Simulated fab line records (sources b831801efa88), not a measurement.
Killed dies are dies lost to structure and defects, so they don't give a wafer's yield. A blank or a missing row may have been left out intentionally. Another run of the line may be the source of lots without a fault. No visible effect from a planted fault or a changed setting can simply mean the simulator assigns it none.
The tool behind it: which one? / flow sfqLine / 14 lots, 42 wafers sampled, at 2 steps of a route of 325

WHAT THE GAUGES SHOWED, per wafer
Not one reading of a measure or inspect step in the record can be checked against a usual standard deviation.

TOOL THAT RAN EACH LOT (tool first, then ch and the chambers of the sampled wafers, then the start)
lot=L625; SFQ_TRILAYER_M3_LITHO_COAT_080=lithoTrack-03 ch 0, day 39 02:52; SFQ_TRILAYER_M3_BARC_OPEN_METAL_ETCH_100=rieMetal-04 ch 0,1, day 39 05:07
lot=L626; SFQ_TRILAYER_M3_LITHO_COAT_080=lithoTrack-04 ch 0, day 39 13:44; SFQ_TRILAYER_M3_BARC_OPEN_METAL_ETCH_100=rieMetal-02 ch 0,1, day 39 15:57
lot=L627; SFQ_TRILAYER_M3_LITHO_COAT_080=lithoTrack-03 ch 0, day 39 16:01; SFQ_TRILAYER_M3_BARC_OPEN_METAL_ETCH_100=rieMetal-01 ch 0,1, day 39 19:32
lot=L628; SFQ_TRILAYER_M3_LITHO_COAT_080=lithoTrack-02 ch 0, day 39 18:35; SFQ_TRILAYER_M3_BARC_OPEN_METAL_ETCH_100=rieMetal-01 ch 0,1, day 39 21:57
lot=L629; SFQ_TRILAYER_M3_LITHO_COAT_080=lithoTrack-03 ch 0, day 39 19:37; SFQ_TRILAYER_M3_BARC_OPEN_METAL_ETCH_100=rieMetal-01 ch 0,1, day 40 00:20
lot=L630; SFQ_TRILAYER_M3_LITHO_COAT_080=lithoTrack-03 ch 0, day 39 20:55; SFQ_TRILAYER_M3_BARC_OPEN_METAL_ETCH_100=rieMetal-02 ch 0,1, day 40 01:33
lot=L632; SFQ_TRILAYER_M3_LITHO_COAT_080=lithoTrack-03 ch 0, day 40 06:34; SFQ_TRILAYER_M3_BARC_OPEN_METAL_ETCH_100=rieMetal-04 ch 0,1, day 40 08:46
lot=L633; SFQ_TRILAYER_M3_LITHO_COAT_080=lithoTrack-04 ch 0, day 40 10:01; SFQ_TRILAYER_M3_BARC_OPEN_METAL_ETCH_100=rieMetal-02 ch 0,1, day 40 14:19
lot=L634; SFQ_TRILAYER_M3_LITHO_COAT_080=lithoTrack-03 ch 0, day 40 14:53; SFQ_TRILAYER_M3_BARC_OPEN_METAL_ETCH_100=rieMetal-02 ch 0, day 41 23:28
lot=L635; SFQ_TRILAYER_M3_LITHO_COAT_080=lithoTrack-03 ch 0, day 42 04:01; SFQ_TRILAYER_M3_BARC_OPEN_METAL_ETCH_100=rieMetal-04 ch 0,1, day 42 06:18
lot=L638; SFQ_TRILAYER_M3_LITHO_COAT_080=lithoTrack-04 ch 0, day 43 02:49; SFQ_TRILAYER_M3_BARC_OPEN_METAL_ETCH_100=rieMetal-04 ch 0,1, day 43 05:06
lot=L642; SFQ_TRILAYER_M3_LITHO_COAT_080=lithoTrack-04 ch 0, day 44 14:49; SFQ_TRILAYER_M3_BARC_OPEN_METAL_ETCH_100=rieMetal-04 ch 0,1, day 44 17:06
lot=L643; SFQ_TRILAYER_M3_LITHO_COAT_080=lithoTrack-04 ch 0, day 44 16:01; SFQ_TRILAYER_M3_BARC_OPEN_METAL_ETCH_100=rieMetal-02 ch 0,1, day 44 18:18
lot=L648; SFQ_TRILAYER_M3_LITHO_COAT_080=lithoTrack-02 ch 0, day 47 01:31; SFQ_TRILAYER_M3_BARC_OPEN_METAL_ETCH_100=rieMetal-04 ch 0,1, day 47 08:37
- SFQ_TRILAYER_M3_LITHO_COAT_080: resist thk 62 nm.
- SFQ_TRILAYER_M3_BARC_OPEN_METAL_ETCH_100: etches BARC in O2, target depth 125 nm, time 41.7 s.

AS READ BY THE TOOLS THEMSELVES (means over the sampled wafers that have a number; for cases with no such wafer, the mark the record gives instead)
SFQ_TRILAYER_M3_BARC_OPEN_METAL_ETCH_100. Usual: biasW 79.98 W, standard deviation 0.22; drypumpMotorCurrentA 6.0 A, standard deviation 0.49; oesProductAu 0.685 a.u., standard deviation 0.0045; rfFwdPowerW 594.2 W, standard deviation 2.4.
lot=L625; tool=rieMetal-04; biasW (W)=79.92; drypumpMotorCurrentA (A)=6.2; oesProductAu (a.u.)=0.687; rfFwdPowerW (W)=591.9; flag=
lot=L626; tool=rieMetal-02; biasW (W)=79.90; drypumpMotorCurrentA (A)=5.5; oesProductAu (a.u.)=0.688; rfFwdPowerW (W)=596.9; flag=
lot=L627; tool=rieMetal-01; biasW (W)=79.61; drypumpMotorCurrentA (A)=6.2; oesProductAu (a.u.)=0.683; rfFwdPowerW (W)=594.0; flag=
lot=L628; tool=rieMetal-01; biasW (W)=79.61; drypumpMotorCurrentA (A)=6.2; oesProductAu (a.u.)=0.688; rfFwdPowerW (W)=597.0; flag=
lot=L629; tool=rieMetal-01; biasW (W)=79.92; drypumpMotorCurrentA (A)=5.9; oesProductAu (a.u.)=0.686; rfFwdPowerW (W)=593.8; flag=
lot=L630; tool=rieMetal-02; biasW (W)=79.86; drypumpMotorCurrentA (A)=5.5; oesProductAu (a.u.)=0.687; rfFwdPowerW (W)=596.0; flag=
lot=L632; tool=rieMetal-04; biasW (W)=79.85; drypumpMotorCurrentA (A)=6.2; oesProductAu (a.u.)=0.690; rfFwdPowerW (W)=594.7; flag=
lot=L633; tool=rieMetal-02; biasW (W)=79.91; drypumpMotorCurrentA (A)=5.9; oesProductAu (a.u.)=0.688; rfFwdPowerW (W)=593.6; flag=
lot=L634; tool=rieMetal-02; biasW (W)=80.13; drypumpMotorCurrentA (A)=6.3; oesProductAu (a.u.)=0.685; rfFwdPowerW (W)=598.0; flag=
lot=L635; tool=rieMetal-04; biasW (W)=80.23; drypumpMotorCurrentA (A)=6.2; oesProductAu (a.u.)=0.684; rfFwdPowerW (W)=594.9; flag=
lot=L638; tool=rieMetal-04; biasW (W)=80.06; drypumpMotorCurrentA (A)=6.2; oesProductAu (a.u.)=0.688; rfFwdPowerW (W)=593.2; flag=
lot=L642; tool=rieMetal-04; biasW (W)=79.96; drypumpMotorCurrentA (A)=6.2; oesProductAu (a.u.)=0.658; rfFwdPowerW (W)=594.8; flag=OFF
lot=L643; tool=rieMetal-02; biasW (W)=80.11; drypumpMotorCurrentA (A)=5.9; oesProductAu (a.u.)=0.655; rfFwdPowerW (W)=596.5; flag=OFF
lot=L648; tool=rieMetal-04; biasW (W)=79.96; drypumpMotorCurrentA (A)=6.2; oesProductAu (a.u.)=0.686; rfFwdPowerW (W)=591.7; flag=

THE ANSWER, worked out from the rows above alone
Rule: lot off if the mean of its wafers having a number is beyond 3 standard deviations from the usual mean. A lot without any number at a reading at which 4 lots or more have one is off too. All remaining lots with rows at the step are treated as sound. First the gauges in route order, then the tools' own readings, where a lot's mean is used as printed above. The first step at which some lot is off is used, and at that step the reading that is off furthest; a lot without a number counts as furthest.
Off: L642, L643, at SFQ_TRILAYER_M3_BARC_OPEN_METAL_ETCH_100 (oesProductAu).
If a tool, at that step or one of the process steps before it, ran each lot that is off and ran no sound lot following the first of them, it fits. One fits: SFQ_TRILAYER_M3_LITHO_COAT_080 on lithoTrack-04. A fault onset in the window from L638 (day 43 02:49, its last sound lot) to L642 (day 44 14:49, its first lot off) fits.

WHAT THE SIMULATOR HAD INSERTED
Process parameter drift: lithoTrack-04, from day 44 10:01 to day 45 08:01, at SFQ_TRILAYER_M3_LITHO_COAT_080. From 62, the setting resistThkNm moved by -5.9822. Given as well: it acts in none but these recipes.
Struck lots among those shown: L642, L643. The rule given above showed the same thing.
